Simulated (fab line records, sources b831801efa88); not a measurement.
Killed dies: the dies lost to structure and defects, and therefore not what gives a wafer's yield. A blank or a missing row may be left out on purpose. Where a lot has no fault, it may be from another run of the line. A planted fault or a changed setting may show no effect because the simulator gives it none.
Which of the tools did it? + flow gf180mcu + 14 lots, 42 wafers sampled, at 3 steps of a route of 602

## WHAT THE GAUGES SHOWED, per wafer
GF_MVPSD_OVL_MEAS_07.
| lot  | measured     | on         | MVPSD_OVL (nm) |
|------|--------------|------------|----------------|
| L530 | day 5 11:29  | overlay-01 | -1.5 0.8 0.7   |
| L532 | day 5 17:19  | overlay-02 | 1.5 2.8 1.7    |
| L533 | day 6 02:49  | overlay-02 | -2.3 0.4 -1.8  |
| L534 | day 6 06:04  | overlay-02 | -1.7 0.2 -1.6  |
| L537 | day 7 00:44  | overlay-01 | -2.0 -2.8 -1.2 |
| L539 | day 7 08:01  | overlay-01 | -0.1 -2.3 -1.8 |
| L542 | day 8 02:04  | overlay-01 | 0.0 1.8 1.4    |
| L544 | day 8 11:31  | overlay-02 | -1.3 -1.8 -1.7 |
| L547 | day 9 06:41  | overlay-02 | -1.4 -1.0 -0.6 |
| L549 | day 9 15:59  | overlay-01 | -1.3 -1.0 -2.4 |
| L550 | day 9 23:55  | overlay-02 | 1.3 0.3 0.5    |
| L551 | day 10 05:10 | overlay-02 | 0.0 -1.4 -0.9  |
| L552 | day 10 11:38 | overlay-01 | -1.8 0.4 -0.3  |
| L553 | day 10 17:43 | overlay-02 | -0.2 -2.0 1.1  |

GF_PSD_OVL_MEAS_08.
| lot  | measured     | on         | PSD_OVL (nm)   |
|------|--------------|------------|----------------|
| L530 | day 14 18:49 | overlay-01 | -0.3 1.4 0.4   |
| L532 | day 15 07:51 | overlay-01 | -2.3 -2.4 -1.2 |
| L533 | day 15 18:32 | overlay-02 | -0.7 0.0 -0.9  |
| L534 | day 15 18:44 | overlay-01 | -0.9 -1.2 -0.8 |
| L537 | day 17 00:32 | overlay-02 | 2.0 0.2 0.5    |
| L539 | day 17 10:48 | overlay-01 | 1.2 -1.4 1.4   |
| L542 | day 18 14:17 | overlay-01 | -0.7 -0.6 -2.1 |
| L544 | day 19 00:42 | overlay-01 | 0.8 1.9 1.3    |
| L547 | day 20 09:04 | overlay-01 | 2.3 1.6 2.1    |
| L549 | day 21 04:06 | overlay-01 | -3.0 -1.9 0.3  |
| L550 | day 21 11:49 | overlay-01 | 1.4 1.2 0.7    |
| L551 | day 21 11:50 | overlay-02 | 0.7 -0.8 -1.2  |
| L552 | day 21 19:23 | overlay-01 | 1.1 2.0 1.6    |
| L553 | day 22 05:41 | overlay-02 | -1.7 -1.5 -1.1 |

## TOOL THAT RAN EACH LOT (tool first, then ch and the chambers of the sampled wafers, then the start)
| lot  | GF_NWELL_IMPLANT_08            |
|------|--------------------------------|
| L530 | implanter-01 ch 0, day 3 17:14 |
| L532 | implanter-03 ch 0, day 3 23:32 |
| L533 | implanter-01 ch 0, day 4 06:55 |
| L534 | implanter-01 ch 0, day 4 10:16 |
| L537 | implanter-01 ch 0, day 5 03:07 |
| L539 | implanter-03 ch 0, day 5 09:44 |
| L542 | implanter-03 ch 0, day 6 01:57 |
| L544 | implanter-01 ch 0, day 6 11:38 |
| L547 | implanter-02 ch 0, day 7 04:23 |
| L549 | implanter-02 ch 0, day 7 14:03 |
| L550 | implanter-01 ch 0, day 7 21:10 |
| L551 | implanter-02 ch 0, day 8 03:02 |
| L552 | implanter-02 ch 0, day 8 08:08 |
| L553 | implanter-01 ch 0, day 8 12:53 |
- GF_NWELL_IMPLANT_08

## AS READ BY THE TOOLS THEMSELVES (means over the sampled wafers that have a number; for cases with no such wafer, the mark the record gives instead)
GF_NWELL_IMPLANT_08.
| lot  | tool         | beamEnergyKeV | endStationPressureTorr (Torr) |
|------|--------------|---------------|-------------------------------|
| L530 | implanter-01 | 449.94        | 5.08e-06                      |
| L532 | implanter-03 | 450.04        | 5.13e-06                      |
| L533 | implanter-01 | 450.19        | 4.82e-06                      |
| L534 | implanter-01 | 449.92        | 5.02e-06                      |
| L537 | implanter-01 | 450.13        | 5.30e-06                      |
| L539 | implanter-03 | 431.15        | 5.07e-06                      |
| L542 | implanter-03 | 431.17        | 5.18e-06                      |
| L544 | implanter-01 | 449.88        | 5.04e-06                      |
| L547 | implanter-02 | 450.04        | 5.13e-06                      |
| L549 | implanter-02 | 449.85        | 5.24e-06                      |
| L550 | implanter-01 | 449.87        | 5.02e-06                      |
| L551 | implanter-02 | 449.85        | 5.19e-06                      |
| L552 | implanter-02 | 450.02        | 5.09e-06                      |
| L553 | implanter-01 | 450.26        | 5.18e-06                      |

## THE ANSWER, worked out from the rows above alone
Rule: the usual values come from the lots themselves. Put in order of their means at a reading, lots are off if they are a third of the lots or fewer, leave a main group of 4 or more, and stand apart from it by a gap of 3 or more times the standard deviation of the main group's means; of several such gaps the widest counts. Not used: any main group whose means are identical at the precision the tables above print for the reading. Also off: a lot with no number at a reading for which 4 or more lots have one. All remaining lots with rows at the step are treated as sound. First the gauges in route order, then the tools' own readings, where a lot's mean is used as printed above. The first step at which some lot is off is used, and at that step the reading that is off furthest; a lot without a number counts as furthest.
Off: L539, L542 (GF_NWELL_IMPLANT_08, beamEnergyKeV). Main group: mean 450.00, sd 0.13.
A tool fits if, at that step or a process step before it, it ran every lot that is off, and no sound lot after the first of them. One candidate fits, namely implanter-03 at GF_NWELL_IMPLANT_08. Its last sound lot is L532 (day 3 23:32), its first lot that is off L539 (day 5 09:44): a fault that began between those two fits.
On the lots that are off, the tool's own readings at GF_NWELL_IMPLANT_08 differ by more than 5 times the standard deviation of the sound lots' means, which bears it out; beamEnergyKeV reads 431.16 there versus 450.00 on the sound lots.

## WHAT HAD BEEN PUT IN BY THE SIMULATOR
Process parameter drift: implanter-03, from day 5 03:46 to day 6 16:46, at GF_NWELL_IMPLANT_08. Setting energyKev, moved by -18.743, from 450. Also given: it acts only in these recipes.
Shown lots that were struck: L539, L542. Same finding as the rule above.
